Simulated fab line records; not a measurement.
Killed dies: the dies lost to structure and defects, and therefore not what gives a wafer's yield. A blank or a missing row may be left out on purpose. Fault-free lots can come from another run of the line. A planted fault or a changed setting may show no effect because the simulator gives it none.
Code-filled problem report in 8D (eight disciplines) form :: flow gf180mcu :: the parts of the form that need people (team, actions taken, sign-off) are left out

1. WHAT IS WRONG
developer-temp-C at GF_M4_DEVELOP_13 reads a mean of 20.11 C on 6 wafers of 2 lots; wafers without a fault read 20.99 C with a standard deviation of 0.1. Relative to the usual mean, that is a shift of -8.8 standard deviations.
The step: develop time 60 s.
Earliest sighting: wafer L747.3 on litho-track-04 at day 26 20:58. At this step, 42 wafers from 14 lots have a number in the record. The rule behind "out" and "out of limits": a value lying over 4 standard deviations away from the usual mean. The other wafers with a number count as sound.

2. WHAT IT IS, WHAT IT ISN'T
question: which readings at this step
is: developer-temp-C
is not: -

question: which lots
is: L747, L750
is not: L738, L740, L746, L749, L751, L754, L755, L756, L757, L758, L759, L761

question: which wafers of those lots
is: all that have a number
is not: -

question: read on which tools
is: litho-track-04
is not: litho-track-02, litho-track-03

question: when
is: from day 26 20:58
is not: up to then (9 sound wafers); but 27 sound wafers of L749, L751, L754, L755, L756, L757, L758, L759, L761 came after

3. SUSPECTS, AND WHAT RULES EACH OUT
Counting: a tool at any process step up to the reading remains a suspect when it ran all the lots that are out and ran no sound lot after the first of those.
- cvd-w-02 at GF_V3_CVD_23 (deposits W, target thk 350 nm, time 104.9 s): ruled out as a lasting fault. Sound lots L749, L751, L755, L756, L758, L759 ran on it after its first lot that is out, L747 (day 25 23:31).
- litho-track-04 at GF_M4_DEVELOP_13 (develop time 60 s): ruled out as a lasting fault. Sound lots L761 ran on it after its first lot that is out, L747 (day 26 20:58).
Left after counting: nothing in the record.

4. THE CAUSE (what the simulator had put in)
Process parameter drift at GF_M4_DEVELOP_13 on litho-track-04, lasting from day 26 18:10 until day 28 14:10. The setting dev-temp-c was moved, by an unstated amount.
Counting ruled it out, wrongly.

5. SEQUENCE OF EFFECTS, ordered by route
Each row: a reading whose mean over the struck wafers that have a number lies more than 3 standard deviations from the usual. Only readings whose record carries a usual standard deviation are examined. hours: median over the lots of the time between each lot's start at the first step of this table that gives one and its start at this step. sigmas: the change, counted in usual standard deviations.
hours: 0
step: GF_M4_DEVELOP_13
reading: developer-temp-C
usual: 20.99 C
on struck wafers: 20.11
change: -0.88
sigmas: -8.8
The process steps in it:
- GF_M4_DEVELOP_13: develop time 60 s.

6. WHAT WOULD HAVE CAUGHT IT SOONER
First out-of-limits reading in this record: day 26 20:58, which is 3 hours after fault onset at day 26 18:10.
